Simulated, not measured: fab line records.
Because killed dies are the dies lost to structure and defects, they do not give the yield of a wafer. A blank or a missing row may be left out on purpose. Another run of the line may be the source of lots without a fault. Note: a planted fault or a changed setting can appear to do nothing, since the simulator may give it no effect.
Comparing a struck lot with a sound one	flow sky130	36 steps out of a route of 708
Sound: these wafers, L478.1, L478.3, L478.4. Wafers struck: L489.1, L489.4, L489.6. The cause comes at the end.
Order at every step that has rows: each side's tool, ch and its chambers, its first start. Under that, the readings that differ: sound wafers	struck wafers	difference of the means	sigmas: that difference in standard deviations of wafers without a fault.
alike: readings with means less than 2 such deviations apart, plus words and numbers identical on both sides. not compared: withheld readings, readings lacking a value on some wafer, bounds such as >300 that could conceal the same value, and numbers that have no deviation in the record and whose values overlap.
A row with sigmas, a row that says differs or no value, or rows on one side alone: a step with any of these is where the two part. Numbers that don't overlap but have no deviation are shown without sigmas and don't part them. Lack of a reading on every wafer of one side parts them only where that side has two or more wafers.

first, 10 steps without rows for these wafers: SKY_POLY_CUT_ETCH_10 (etches BARC in N2/H2, stops on SiO2, time 45.9 s, target depth 60 nm); SKY_POLY_CUT_ETCH_11 (etches Si3N4 in CF4/CH2F2/Ar, stops on poly-Si, time 42.5 s, target depth 60 nm); SKY_POLY_CUT_STRIP_12 (strips in O2/N2); SKY_SD_P_DEHYDRATE_00 (time 60 s); SKY_SD_P_HMDS_01 (prime time 60 s); SKY_SD_P_COAT_02 (resist thk 1140 nm); SKY_SD_P_SOFTBAKE_03 (time 60 s); SKY_SD_P_EXPOSE_04 (exposes mask PSDM, target cd 380 nm); SKY_SD_P_PEB_05; SKY_SD_P_DEVELOP_06 (develop time 60 s).
SKY_SD_P_IMPLANT_09:
  sound on implanter-03 ch 0, day 25 22:02; struck on implanter-03 ch 0, day 29 19:44
reading	sound	struck	difference	sigmas
beam energy keV	20.000 19.989 19.992	26.334 26.328 26.340	+6.340	+99 or more
model.implant.rp nm (nm)	17.54 17.54 17.54	21.74 21.74 21.74	+4.20	
model.implant.drp nm (nm)	9.746 9.746 9.746	11.83 11.83 11.83	+2.08	
  alike: dose ions cm2
SKY_SD_P_STRIP_10: strips in O2/N2.
  sound on plasma asher-02 ch 0,1, day 25 22:11; struck on plasma asher-04 ch 0,1, day 29 19:53
reading	sound	struck	difference	sigmas
oes product au (a.u.)	0.620 0.617 0.622	0.598 0.602 0.594	-0.022	-5
strip time to endpoint s (s)	17.50 17.50 17.55	18.48 18.48 18.46	+0.96	+24
  alike: drypump motor current A
  not compared: rf hours counter h
SKY_SD_P_TW_MEAS_11:
  struck on film metro-04, day 29 19:59; sound on film metro-01, day 25 22:17
reading	sound	struck	difference	sigmas
SD_P_TW	2809 2806 2826	2998 3010 3002	+190	+9
then, 21 steps without rows for these wafers: SKY_RES_XHIGH_DEHYDRATE_00 (time 60 s); SKY_RES_XHIGH_HMDS_01 (prime time 60 s); SKY_RES_XHIGH_COAT_02 (resist thk 1140 nm); SKY_RES_XHIGH_SOFTBAKE_03 (time 60 s); SKY_RES_XHIGH_EXPOSE_04 (exposes mask URPM, target cd 1270 nm); SKY_RES_XHIGH_PEB_05; SKY_RES_XHIGH_DEVELOP_06 (develop time 60 s); SKY_RES_XHIGH_IMPLANT_07; SKY_RES_XHIGH_STRIP_08 (strips in O2/N2); SKY_SD_N_DEHYDRATE_00 (time 60 s); SKY_SD_N_HMDS_01 (prime time 60 s); SKY_SD_N_COAT_02 (resist thk 1140 nm); SKY_SD_N_SOFTBAKE_03 (time 60 s); SKY_SD_N_EXPOSE_04 (exposes mask NSDM, target cd 380 nm); SKY_SD_N_PEB_05; SKY_SD_N_DEVELOP_06 (develop time 60 s); SKY_SD_N_IMPLANT_09; SKY_SD_N_IMPLANT_10; SKY_SD_N_STRIP_11 (strips in O2/N2); SKY_SD_N_CLEAN_13 (cleans in SC1/SC2, time 150 s); SKY_SD_N_RTA_14 (time 2 s).
-- the record jumps here: 2 days lie between the struck wafers' starts before and after --
SKY_SD_N_RS_MEAS_17: measures by four-point-probe.
  struck on film metro-04, day 32 03:34; sound on film metro-04, day 28 09:21
reading	sound	struck	difference	sigmas
SD_P_RS (ohm/sq)	147.4 146.9 147.0	128.5 128.5 128.6	-18.6	-48
-- a jump in the record: the struck wafers' starts before and after are 17 days apart (it breaks off in module SD_N and resumes in module PAD_OPEN, where the first step shown is number 708 of the route) --
SKY_PAD_OPEN_PROBE_99:
  struck on prober-01, day 49 00:40; sound on prober-02, day 46 06:07
reading	sound	struck	difference	sigmas
killed at contacts	17 20 22	28 31 34	+11	+2
model.etest.pfet_01v8.r on ohm um	2955 2818 2903	2777 2786 2816	-99	
model.etest.res pdiff.line ohm um	1366 1328 1364	1252 1215 1226	-122	
model.etest.res pdiff hv.rs ohm sq	192 192.6 190.3	169.2 168.6 169.3	-22.6	
model.etest.res pdiff.rs ohm sq	198.8 197.4 195	178.8 176.6 176.9	-19.6	
model.etest.pfet_01v8.drive ua um	188.1 198.3 191.9	203 200.9 200.9	+9	
model.etest.pfet_01v8_hvt.drive ua um	139.8 147.7 143.2	150 150.9 147.8	+6	
model.etest.pfet_01v8_mvt.drive ua um	149.1 153.5 151.9	153.8 153.8 154.7	+2.6	
  alike: killed_at_M0_to_M3, killed_at_M4_up, killed at front end, killed at other, killed dies, killed open, killed short
  not compared: model.etest.sram pfet latch.drive ua um

## WHERE THEY PART
At SKY_SD_P_IMPLANT_09 first; at SKY_PAD_OPEN_PROBE_99 last (within this record only).

WHY: what had been put in by the simulator
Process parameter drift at SKY_SD_P_IMPLANT_09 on implanter-03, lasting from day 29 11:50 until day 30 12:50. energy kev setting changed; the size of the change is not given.
